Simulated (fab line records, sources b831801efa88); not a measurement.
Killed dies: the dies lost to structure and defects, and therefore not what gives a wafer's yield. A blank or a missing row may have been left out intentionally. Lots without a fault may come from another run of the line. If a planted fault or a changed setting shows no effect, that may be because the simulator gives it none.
2 desks, one fault ; flow gf180mcu ; each desk has only its own numbers; what lay behind them comes last

== FOR THE TOOL OWNER'S DESK: rie diel-02 ==
The tool's own readings at GF_HV_LDD_ETCHBACK_58 (etches Si3N4 in CH3F/O2, stops on SiO2, time 100 s, target depth 90 nm): means of the sampled wafers that have a number, for each lot that ran on this tool. If a lot's mean is further than 4 standard deviations from the usual mean, the lot is out of limits and carries the mark OUT (the distance appears in the brackets).
Columns: A = O2_flow_sccm at GF_HV_LDD_ETCHBACK_58, usual 30.00 sccm; B = drypump motor current A at GF_HV_LDD_ETCHBACK_58, usual 5.5 A; C = oes product au at GF_HV_LDD_ETCHBACK_58, usual 0.841 a.u.; D = run length s at GF_HV_LDD_ETCHBACK_58, usual 128.3 s; E = throttle valve pct at GF_HV_LDD_ETCHBACK_58, usual 10.559 %
lot;first seen here;A;B;C;D;E
L638;day 14 04:55;30.07;5.9;0.839;127.9;10.558
L642;day 14 22:58;30.01;5.2;0.841;128.1;10.558
L646;day 16 06:41;30.03;5.2;0.992 (+26) OUT;98.9 (-82) OUT;10.584
L647;day 16 15:08;30.01;5.4;0.999 (+27) OUT;99.3 (-81) OUT;10.584
L657;day 20 03:04;30.00;5.6;0.849;128.1;10.559
This desk's verdict: out of limits on L646, L647, starting with L646 at day 16 06:41 (oes product au at GF_HV_LDD_ETCHBACK_58). L638, L642, L657: within limits.

== AT THE METROLOGY DESK ==
What the gauges read, lot by lot, whatever tool the lot ran on: means of the sampled wafers that have a number. If a lot's mean is further than 4 standard deviations from the usual mean, the lot is out of limits and carries the mark OUT (the distance appears in the brackets).
Columns: A = cd nm at GF_PSD_CD_MEAS_07, usual 400.7 nm; B = PSD_OVL at GF_PSD_OVL_MEAS_08, usual -1.3 nm
lot;first seen here;A;B
L636;day 15 07:31;398.9;-0.5
L638;day 15 22:34;398.8;-0.3
L640;day 16 02:17;402.1;-0.8
L639;day 16 02:52;397.9;-1.0
L642;day 16 19:03;403.3;-2.5
L649;day 19 06:35;399.2;-0.7
L650;day 19 16:40;404.6;-1.1
L651;day 19 23:37;398.7;-3.8
L652;day 20 14:04;401.0;-1.0
L653;day 20 23:25;399.7;-0.8
L657;day 22 02:43;399.0;-2.4
This desk's verdict: no lot among the 11 shows anything out of limits.

== ALL TOGETHER ==
On L646, L647, at day 16 06:41, an alarm was possible from the tool owner's desk.
From the metrology desk's view, nothing was out of limits.
The metrology desk has no number on record for L646, L647.
Of the lots named, all ran GF_HV_LDD_ETCHBACK_58 on rie diel-02.

== WHAT WAS PUT IN BY THE SIMULATOR ==
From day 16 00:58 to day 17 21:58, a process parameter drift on rie diel-02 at GF_HV_LDD_ETCHBACK_58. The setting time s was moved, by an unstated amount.
Shown lots that were struck: L646, L647.
How many hours passed from the start of the fault until each desk's first out-of-limits reading: the tool owner's desk, 6.
